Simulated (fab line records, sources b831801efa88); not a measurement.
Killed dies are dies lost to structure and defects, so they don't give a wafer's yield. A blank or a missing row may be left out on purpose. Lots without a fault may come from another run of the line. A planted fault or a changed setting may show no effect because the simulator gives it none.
fab line records | flow sky130
record lots=13 wafers=38 last_day=50
route steps=708 shown CAP2M@604 VIA4@654 PAD_OPEN@708
lots that met no fault: from a run of the same line without faults
start_h: hours from the record's first day to the start of the lot's first wafer shown | wait_h: hours since the lot's step before | " the same as in the row above | L1.1+2: a row that stands for several wafers | - no value, or no start given | * or withheld: withheld | < > ~ a bound
route shown NAME@n: a module of which the file shows steps, and the number in the route of the first | usual: mean/standard deviation of fault-free wafers | same: alike in all rows | chamber/n: place in a boat | sites: the reading at each site | _std_site: their standard deviation | _edge_site: outer sites' mean less inner sites' | radius_mm: how far each site lies from the wafer's centre | mask NAME#n: copy n | behind: the tool/chamber that last shaped the wafer | hold: why the lot was held/for how many hours/how that ended | device: the transistor (n, p or np) that didn't switch | end of line: the same wafers' tests at the end of the route | a step without rows: its recipe alone | killed: dies lost to structure and defects at the first sort, not the wafer's yield | map: a wafer's dies, x killed, . not, _ none there
set.NAME: the setting as run; set.NAME@STEP: as run at that earlier step | model.NAME: the simulator's own value behind a step, which no gauge read
steps of the route over a sample of lots; a table a step, a row a wafer
services: from which hour (start_h, from the record's first day; less than 0 if before it) a tool's chamber was out of use, for how many hours, and why
## steps
# step SKY_CAP2M_THK_MEAS_01
# recipe reads=SiO2_of_CAP2M_CVD_00
# usual CAP2M_CVD_00_THK=15.45/0.25
# columns lot.wafer tool chamber start_h wait_h CAP2M_CVD_00_THK[nm]
L378.2 film_metro-03 - 924.64 - 15.43
L378.4 " - " " 15.57
L378.5 " - " " 15.79
L379.1 film_metro-02 - 938.24 - 14.92
L379.2 " - " " 15.36
L379.4 " - " " 15.60
L381.1 film_metro-04 - 946.33 - 14.99
L381.5 " - " " 15.76
L381.6 " - " " 15.44
L382.1 film_metro-03 - 953.81 - 15.62
L382.3 " - " " 15.58
L382.6 " - " " 15.51
L383.3 film_metro-03 - 962.60 - 15.06
L383.4 " - " " 15.69
L383.6 " - " " 15.36
L384.3 film_metro-03 - 968.90 - 15.08
L384.4 " - " " 15.38
L387.4 film_metro-04 - 998.35 - 15.67
L387.5 " - " " 15.17
L387.6 " - " " 15.57
L392.3 film_metro-03 - 1022.76 - 15.37
L392.4 " - " " 15.11
L392.5 " - " " 15.16
L395.3 film_metro-03 - 1048.18 - 15.15
L395.5 " - " " 15.72
L395.6 " - " " 15.76
L396.1 film_metro-04 - 1053.00 - 15.31
L396.2 " - " " 15.47
L396.5 " - " " 15.60
L398.1 film_metro-04 - 1061.04 - 15.55
L398.4 " - " " 15.70
L398.6 " - " " 15.74
L400.2 film_metro-02 - 1071.36 - 15.43
L400.3 " - " " 15.66
L400.6 " - " " 15.97
L401.1 film_metro-03 - 1081.72 - 15.31
L401.4 " - " " 15.58
L401.6 " - " " 15.51
# step SKY_CAP2M_SPUTTER_02
# recipe material=TiN target_thk_nm=200 temp_c=300 power_w=6500 time_s=166.7 chamber_pressure_pa=0.4
# usual substrate_temp_c=300.01/0.21 throttle_valve_pct=29.8/1.1
# columns lot.wafer tool chamber start_h wait_h substrate_temp_c throttle_valve_pct
L378.2 pvd_sputter-01 - 924.69 0.0 300.15 29.3
L378.4 " - " " 299.98 29.9
L378.5 " - " " 300.35 29.4
L379.1 pvd_sputter-03 - 938.30 0.1 300.07 29.3
L379.2 " - " " 299.79 31.4
L379.4 " - " " 300.26 31.2
L381.1 pvd_sputter-03 - 946.39 0.1 299.96 27.4
L381.5 " - " " 300.11 27.2
L381.6 " - " " 299.76 31.4
L382.1 pvd_sputter-02 - 953.87 0.1 300.07 29.4
L382.3 " - " " 300.20 30.6
L382.6 " - " " 299.92 29.2
L383.3 pvd_sputter-02 - 962.64 0.0 299.93 29.3
L383.4 " - " " 299.92 29.2
L383.6 " - " " 300.18 28.8
L384.3 pvd_sputter-01 - 968.94 0.0 300.14 28.9
L384.4 " - " " 299.74 30.2
L387.4 pvd_sputter-02 - 998.38 0.0 299.81 30.8
L387.5 " - " " 299.92 29.5
L387.6 " - " " 299.88 28.5
L392.3 pvd_sputter-01 - 1022.80 0.0 299.92 30.0
L392.4 " - " " 299.97 30.8
L392.5 " - " " 300.01 30.1
L395.3 pvd_sputter-03 - 1048.22 0.0 299.89 27.4
L395.5 " - " " 299.86 27.4
L395.6 " - " " 300.08 31.0
L396.1 pvd_sputter-02 - 1053.06 0.1 300.04 30.5
L396.2 " - " " 299.79 29.5
L396.5 " - " " 299.84 30.5
L398.1 pvd_sputter-02 - 1061.10 0.1 299.67 30.6
L398.4 " - " " 300.39 29.1
L398.6 " - " " 299.74 30.7
L400.2 pvd_sputter-01 - 1071.41 0.0 300.13 30.7
L400.3 " - " " 300.11 30.0
L400.6 " - " " 300.14 30.0
L401.1 pvd_sputter-03 - 1081.78 0.1 300.03 29.0
L401.4 " - " " 300.22 27.3
L401.6 " - " " 299.87 27.4
# step SKY_VIA4_CLEAN_15
# recipe chemistry=IPA time_s=180 temp_c=25
# columns lot.wafer tool chamber start_h wait_h
L378.2+4+5 wet_bench-01 0 996.99 0.0
L379.1+2+4 wet_bench-03 3 1011.54 0.0
L381.1+5+6 wet_bench-04 3 1020.32 0.1
L382.1+3+6 wet_bench-01 1 1025.74 0.0
L383.3+4+6 wet_bench-01 1 1035.03 0.0
L384.3+4 wet_bench-01 0 1041.94 0.0
L387.4+5+6 wet_bench-04 2 1068.43 0.0
L392.3+4+5 wet_bench-03 0 1090.13 0.1
L395.3+5+6 wet_bench-01 1 1113.68 0.0
L396.1+2+5 wet_bench-04 2 1116.47 0.0
L398.1+4+6 wet_bench-04 1 1123.14 0.0
L400.2+3+6 wet_bench-01 1 1135.80 0.6
L401.1+4+6 wet_bench-01 3 1141.71 0.3
# step SKY_VIA4_SPUTTER_17
# recipe material=TiN target_thk_nm=20 chamber_pressure_pa=5 power_w=4000 time_s=80
# usual throttle_valve_pct=29.9/0.99
# columns lot.wafer tool chamber start_h wait_h throttle_valve_pct
L378.2 pvd_sputter-02 - 997.15 0.0 28.9
L378.4 " - " " 30.7
L378.5 " - " " 30.5
L379.1 pvd_sputter-04 - 1011.69 0.0 30.6
L379.2 " - " " 32.2
L379.4 " - " " 29.8
L381.1 pvd_sputter-01 - 1020.47 0.0 30.9
L381.5 " - " " 30.3
L381.6 " - " " 28.9
L382.1 pvd_sputter-01 - 1025.89 0.0 30.5
L382.3 " - " " 30.2
L382.6 " - " " 30.8
L383.3 pvd_sputter-04 - 1035.18 0.0 32.0
L383.4 " - " " 30.4
L383.6 " - " " 28.8
L384.3 pvd_sputter-02 - 1042.09 0.0 30.8
L384.4 " - " " 29.2
L387.4 pvd_sputter-02 - 1068.59 0.0 28.3
L387.5 " - " " 28.5
L387.6 " - " " 30.6
L392.3 pvd_sputter-02 - 1090.28 0.0 28.4
L392.4 " - " " 29.2
L392.5 " - " " 30.5
L395.3 pvd_sputter-02 - 1113.98 0.0 29.1
L395.5 " - " " 28.5
L395.6 " - " " 29.3
L396.1 pvd_sputter-02 - 1116.63 0.0 29.3
L396.2 " - " " 29.6
L396.5 " - " " 30.6
L398.1 pvd_sputter-04 - 1123.29 0.0 30.4
L398.4 " - " " 32.2
L398.6 " - " " 30.4
L400.2 pvd_sputter-02 - 1136.68 0.0 29.2
L400.3 " - " " 28.5
L400.6 " - " " 28.6
L401.1 pvd_sputter-04 - 1142.36 0.0 28.6
L401.4 " - " " 32.1
L401.6 " - " " 30.5
# step SKY_PAD_OPEN_PROBE_99
# usual defect_limited_yield=82.1/2 killed_at_M0_to_M3=44/7.8 killed_at_M4_up=3.1/1.7 killed_at_contacts=25/5.1 killed_at_front_end=15/4.4 killed_at_other=0.5/0.68 killed_dies=88/9.9 killed_on_rim=17/3.9 killed_open=48/6.9 killed_short=39/6.5 sort_bin_3_pad_short=0.8/0.42 sort_bin_5_function=10.6/1.5 sort_bin_6_memory=6.5/1.2 sort_n_pass=404/9.9 sort_yield_pct=82.1/2
# same gross_dies=492 killed_at_back_side=0 sort_bin_4_leakage[%]=0 sort_bin_8_speed[%]=0
# columns lot.wafer tool chamber start_h wait_h defect_limited_yield[%] killed_at_M0_to_M3 killed_at_M4_up killed_at_contacts killed_at_front_end killed_at_other killed_dies killed_on_rim killed_open killed_short sort_bin_3_pad_short[%] sort_bin_5_function[%] sort_bin_6_memory[%] sort_n_pass sort_yield_pct[%]
L378.2 prober-02 - 1068.00 0.1 83.1 43 0 22 18 0 83 14 44 39 0.8 9.3 6.7 409 83.1
L378.4 prober-02 - 1068.10 0.2 81.3 45 2 24 21 0 92 9 45 46 0.6 10.6 7.5 400 81.3
L378.5 prober-02 - 1068.15 0.2 83.5 53 1 19 8 0 81 12 41 40 0.8 9.6 6.1 411 83.5
L382.1 prober-02 - 1094.36 0.1 81.5 38 5 22 25 1 91 18 58 33 1.4 11.4 5.7 401 81.5
L382.3 prober-02 - 1094.46 0.2 80.9 52 2 30 10 0 94 11 52 42 0.6 12.6 5.9 398 80.9
L382.6 prober-02 - 1094.61 0.2 81.1 45 2 29 16 1 93 19 61 32 0.6 12.8 5.5 399 81.1
L383.3 prober-01 - 1102.13 0.2 78.9 52 8 26 18 0 104 17 53 51 1.2 13.8 6.1 388 78.9
L384.3 prober-02 - 1109.07 0.2 68.5 52 62 26 13 2 155 35 61 35 5.1 20.3 6.1 337 68.5
L384.4 prober-02 - 1109.12 0.2 74.0 35 63 16 13 1 128 28 37 31 5.7 13.8 6.5 364 74.0
L387.4 prober-01 - 1132.74 0.2 81.9 48 5 20 15 1 89 16 52 36 0.6 11.4 6.1 403 81.9
L387.5 prober-01 - 1132.79 0.2 83.7 28 2 30 19 1 80 14 50 28 1.0 8.7 6.5 412 83.7
L387.6 prober-01 - 1132.84 0.2 81.9 44 1 33 11 0 89 18 47 42 1.0 10.2 6.9 403 81.9
L396.1 prober-02 - 1177.17 0.1 83.1 43 2 22 15 1 83 15 40 43 1.8 7.9 7.1 409 83.1
L396.2 prober-02 - 1177.22 0.1 80.5 47 2 25 22 0 96 20 53 43 1.2 11.6 6.7 396 80.5
L396.5 prober-02 - 1177.37 0.2 86.2 32 3 17 16 0 68 17 30 38 1.0 7.9 4.9 424 86.2
# killed by level:class
L378.2 VIA1:geometric_particle:open=14 CONTACT:geometric_particle:open=7 CONTACT:geometric_particle:short=6 VIA3:geometric_particle:open=6 VIA1:geometric_particle:short=5 POLY_GATE:geometric_particle:short=5 FIELD_ISO:geometric_particle:open=4 LI_CONTACT:geometric_particle:open=4
L378.4 CONTACT:geometric_particle:open=10 FIELD_ISO:geometric_particle:short=7 METAL1:geometric_particle:short=7 VIA1:geometric_particle:short=7 VIA1:geometric_particle:open=7 POLY_GATE:geometric_particle:open=6 VIA2:geometric_particle:open=6 FIELD_ISO:geometric_particle:open=5
L378.5 CONTACT:geometric_particle:open=11 VIA1:geometric_particle:open=11 METAL2:geometric_particle:short=8 METAL1:geometric_particle:short=8 VIA1:geometric_particle:short=6 LI_CONTACT:geometric_particle:open=5 METAL3:geometric_particle:short=5 VIA3:geometric_particle:open=4
L382.1 VIA1:geometric_particle:open=11 LI_CONTACT:geometric_particle:open=9 CONTACT:geometric_particle:open=9 FIELD_ISO:geometric_particle:short=8 VIA2:geometric_particle:open=7 POLY_GATE:geometric_particle:open=6 POLY_GATE:geometric_particle:short=4 VIA3:geometric_particle:open=4
L382.3 CONTACT:geometric_particle:open=11 VIA1:geometric_particle:open=10 METAL1:geometric_particle:short=9 VIA3:geometric_particle:open=7 LI_CONTACT:geometric_particle:open=6 LOCAL_INTERCONNECT:geometric_particle:short=6 VIA2:geometric_particle:open=6 METAL2:geometric_particle:short=5
L382.6 VIA1:geometric_particle:open=13 VIA2:geometric_particle:open=10 CONTACT:geometric_particle:open=10 LI_CONTACT:geometric_particle:open=8 VIA1:geometric_particle:short=7 VIA3:geometric_particle:open=6 FIELD_ISO:geometric_particle:open=4 LOCAL_INTERCONNECT:geometric_particle:short=4
L383.3 CONTACT:geometric_particle:open=13 VIA2:geometric_particle:open=10 VIA1:geometric_particle:open=8 METAL1:geometric_particle:short=6 LI_CONTACT:geometric_particle:open=6 METAL4:geometric_particle:short=6 FIELD_ISO:geometric_particle:open=5 FIELD_ISO:geometric_particle:short=5
L384.3 VIA4:unspecified=58 VIA1:geometric_particle:open=19 LI_CONTACT:geometric_particle:open=11 VIA1:geometric_particle:short=8 FIELD_ISO:geometric_particle:open=7 VIA3:geometric_particle:open=7 CONTACT:geometric_particle:open=6 CONTACT:geometric_particle:short=4
L384.4 VIA4:unspecified=59 CONTACT:geometric_particle:open=7 VIA1:geometric_particle:open=7 VIA3:geometric_particle:open=6 FIELD_ISO:geometric_particle:short=4 METAL2:geometric_particle:short=4 VIA2:geometric_particle:open=4 VIA3:geometric_particle:short=4
L387.4 VIA3:geometric_particle:open=14 VIA1:geometric_particle:open=9 LI_CONTACT:geometric_particle:open=7 VIA2:geometric_particle:short=6 VIA2:geometric_particle:open=6 FIELD_ISO:geometric_particle:open=5 CONTACT:geometric_particle:open=5 METAL4:geometric_particle:short=5
L387.5 LI_CONTACT:geometric_particle:open=13 VIA1:geometric_particle:open=9 CONTACT:geometric_particle:open=8 FIELD_ISO:geometric_particle:short=7 FIELD_ISO:geometric_particle:open=5 POLY_GATE:geometric_particle:open=5 VIA3:geometric_particle:open=5 CONTACT:geometric_particle:short=4
L387.6 LI_CONTACT:geometric_particle:open=14 VIA1:geometric_particle:open=12 LI_CONTACT:geometric_particle:short=7 CONTACT:geometric_particle:open=6 METAL1:geometric_particle:short=6 CONTACT:geometric_particle:short=5 VIA3:geometric_particle:open=5 FIELD_ISO:geometric_particle:short=4
L396.1 VIA1:geometric_particle:open=9 METAL1:geometric_particle:short=8 METAL2:geometric_particle:short=8 CONTACT:geometric_particle:open=7 LI_CONTACT:geometric_particle:open=6 FIELD_ISO:geometric_particle:open=5 CONTACT:geometric_particle:short=5 VIA1:geometric_particle:short=5
L396.2 VIA1:geometric_particle:open=10 CONTACT:geometric_particle:open=9 FIELD_ISO:geometric_particle:short=8 VIA2:geometric_particle:open=8 VIA1:geometric_particle:short=7 VIA3:geometric_particle:open=7 LI_CONTACT:geometric_particle:open=6 CONTACT:geometric_particle:short=6
L396.5 METAL1:geometric_particle:short=10 CONTACT:geometric_particle:open=6 METAL2:geometric_particle:short=5 FIELD_ISO:geometric_particle:open=5 METAL3:geometric_particle:short=5 VIA1:geometric_particle:open=4 LI_CONTACT:geometric_particle:open=3 LOCAL_INTERCONNECT:geometric_particle:short=3
## services
# columns tool chamber start_h hours kind
pvd_sputter-01 - 906.17 2.1 repair
pvd_sputter-01 0 924.80 - consumable_replace:kit
pvd_sputter-01 0 924.80 18.0 scheduled_down
pvd_sputter-01 0 924.80 18.0 vent_cycle
pvd_sputter-02 - 937.43 0.5 repair
pvd_sputter-01 - 943.68 4.6 repair
pvd_sputter-04 1 981.07 - consumable_replace:kit
pvd_sputter-04 1 981.07 18.0 scheduled_down
pvd_sputter-04 1 981.07 18.0 vent_cycle
pvd_sputter-03 - 986.14 23.3 repair
pvd_sputter-04 - 1000.32 8.0 repair
pvd_sputter-03 2 1012.41 - consumable_replace:kit
pvd_sputter-03 2 1012.41 18.0 scheduled_down
pvd_sputter-01 - 1046.73 9.5 repair
pvd_sputter-01 3 1090.55 - consumable_replace:kit
pvd_sputter-01 3 1090.55 18.0 scheduled_down
pvd_sputter-01 3 1090.55 18.0 vent_cycle
pvd_sputter-02 - 1108.98 0.6 repair
wet_bench-03 - 1127.91 63.4 repair
pvd_sputter-01 - 1127.93 0.5 repair
pvd_sputter-02 2 1133.55 - consumable_replace:kit
pvd_sputter-02 2 1133.55 18.0 scheduled_down
pvd_sputter-02 2 1133.55 18.0 vent_cycle
pvd_sputter-02 - 1137.55 0.6 repair
## key
first_sign step=SKY_PAD_OPEN_PROBE_99 reading=killed_at_M4_up direction=up sigmas=35 usual=3.1 struck=62.5
effect step=SKY_PAD_OPEN_PROBE_99 reading=sort_bin_3_pad_short direction=up sigmas=11 usual=0.8 struck=5.4
met_at SKY_VIA4_CLEAN_15
struck_lots L384
struck_wafers L384.3,L384.4
not_acting_at SKY_CAP2M_THK_MEAS_01,SKY_CAP2M_SPUTTER_02,SKY_VIA4_SPUTTER_17
onset_between 996.99 1041.94
fault kind=chamber_particle_source tool=wet_bench-01 chamber=0 onset_h=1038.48 steps=SKY_VIA4_CLEAN_15 rate_per_visit_cm2=2.1773 end_h=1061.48
